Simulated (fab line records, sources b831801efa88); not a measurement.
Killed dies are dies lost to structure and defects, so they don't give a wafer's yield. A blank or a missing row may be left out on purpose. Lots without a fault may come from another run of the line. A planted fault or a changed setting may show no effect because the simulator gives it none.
A struck lot beside a sound one | flow sky130 | 21 steps out of a route of 708
Sound: wafers L975.2, L975.4, L975.6. Struck: wafers L986.2, L986.4. The cause comes at the end.
At each step with rows: each side's tool, then ch and its chambers, then its first start. Under that, the readings that differ: sound wafers | struck wafers | difference of the means | sigmas: that difference in standard deviations of wafers without a fault.
alike: readings whose means differ by less than 2 such deviations, and words and numbers that are the same on both sides. not compared: withheld readings, readings that some wafer has no value for, bounds like >300 that may hide the same value, and numbers for which the record gives no deviation and whose values overlap.
The two part at a step that has a row with sigmas, a row that says differs or no value, or rows on one side only. Numbers that don't overlap but have no deviation are shown without sigmas and don't part them. A reading that every wafer of one side lacks parts them only if that side has two wafers or more.

first, 4 steps without rows for these wafers: SKY_METAL2_STRIP_21 (strips in post etch residue remover, time 1200 s); SKY_METAL2_CLEAN_22 (cleans in IPA, time 180 s); SKY_METAL2_CLEAN_23 (cleans in O3/DIW); SKY_VIA2_HDPCVD_00 (deposits SiO2, target thk 1180 nm, time 196.7 s).
SKY_VIA2_THK_MEAS_01:
  sound on film_metro-04, day 36 18:04; struck on film_metro-04, day 39 21:19
  alike: VIA2_HDPCVD_THK
SKY_VIA2_CMP_02: polishes SiO2.
  sound on cmp-01 ch 0,1, day 36 18:10; struck on cmp-02 ch 0,3, day 39 21:28
  alike: motor_current_A
SKY_VIA2_BOW_MEAS_03:
  sound on film_metro-02, day 36 18:26; struck on film_metro-03, day 39 21:41
  alike: VIA2_BOW
then, 5 steps without rows for these wafers: SKY_VIA2_DEHYDRATE_04 (time 60 s); SKY_VIA2_HMDS_05 (prime time 60 s); SKY_VIA2_COAT_06 (resist thk 60 nm); SKY_VIA2_COAT_07 (resist thk 450 nm); SKY_VIA2_SOFTBAKE_08 (time 90 s).
SKY_VIA2_EXPOSE_09: exposes mask VIM2, target cd 200 nm.
  sound on krf_scanner-01 ch 0, day 37 08:35; struck on krf_scanner-02 ch 0, day 40 10:22
  alike: mask
then, 2 steps without rows for these wafers: SKY_VIA2_PEB_10; SKY_VIA2_DEVELOP_11 (develop time 60 s).
SKY_VIA2_CD_MEAS_12: target cd 200 nm.
  sound on cd_sem-01, day 37 20:41; struck on cd_sem-01, day 40 22:44
  reading    | sound             | struck      | difference | sigmas
  cd_nm (nm) | 200.8 200.6 200.7 | 183.9 184.4 | -16.5      | -11
SKY_VIA2_OVL_MEAS_13:
  sound on overlay-01, day 37 20:47; struck on overlay-02, day 40 22:50
  reading       | sound | struck | difference | sigmas
  VIA2_OVL (nm) | 6 4 9 | -7 -15 | -17        | -3
SKY_VIA2_ETCH_14: etches BARC in N2/H2, stops on SiO2, time 45.9 s, target depth 60 nm.
  sound on rie_diel-01 ch 0,1,3, day 37 20:49; struck on rie_diel-02 ch 1,2, day 40 22:52
  reading               | sound             | struck      | difference | sigmas
  oes_product_au (a.u.) | 0.862 0.863 0.859 | 0.851 0.849 | -0.011     | -3
  model.VIA2.cd_nm (nm) | 200.1 200.1 201.5 | 184.2 184.1 | -16.4      |
  alike: chamber_pressure_mTorr, drypump_motor_current_A, throttle_valve_pct
  not compared: rf_hours_counter_h
SKY_VIA2_ETCH_15: etches SiO2 in C4F8/O2/Ar, stops on TiN, target depth 546 nm, time 84 s.
  sound on rie_diel-01 ch 0,1,3, day 37 20:51; struck on rie_diel-02 ch 1,2, day 40 22:55
  reading               | sound             | struck      | difference | sigmas
  model.VIA2.cd_nm (nm) | 200.9 198.9 202.1 | 184.2 185.9 | -15.6      |
  alike: chamber_pressure_mTorr, oes_product_au
SKY_VIA2_STRIP_16: strips in O2/N2.
  sound on plasma_asher-04 ch 0,1, day 37 20:55; struck on plasma_asher-03 ch 0, day 40 22:59
  alike: chamber_pressure_mTorr, drypump_motor_current_A, oes_product_au, strip_time_to_endpoint_s
  not compared: rf_hours_counter_h
-- the record jumps here: 9 days lie between the struck wafers' starts before and after (it left off in module VIA2 and takes up again in module PAD_OPEN, whose first step shown is number 708 of the route) --
SKY_PAD_OPEN_PROBE_99:
  sound on prober-02, day 47 10:38; struck on prober-02, day 49 18:32
  reading                       | sound          | struck  | difference                    | sigmas
  sort_bin_3_pad_short (%)      | 1.0 1.4 1.4    | 0.2 0.6 | -0.9                          | -2
  model.etest.via2_chain.rc_ohm | 10.31 10.1 9.4 | - -     | no value on the struck wafers |
  alike: defect_limited_yield, killed_at_M0_to_M3, killed_at_M4_up, killed_at_contacts, killed_at_front_end, killed_at_other, killed_dies, killed_on_rim, killed_open, killed_short, sort_bin_5_function, sort_bin_6_memory, sort_n_pass, sort_yield_pct

WHERE THEY PART
First at SKY_VIA2_CD_MEAS_12; last, within this record, at SKY_PAD_OPEN_PROBE_99.

WHY: what the simulator had put in
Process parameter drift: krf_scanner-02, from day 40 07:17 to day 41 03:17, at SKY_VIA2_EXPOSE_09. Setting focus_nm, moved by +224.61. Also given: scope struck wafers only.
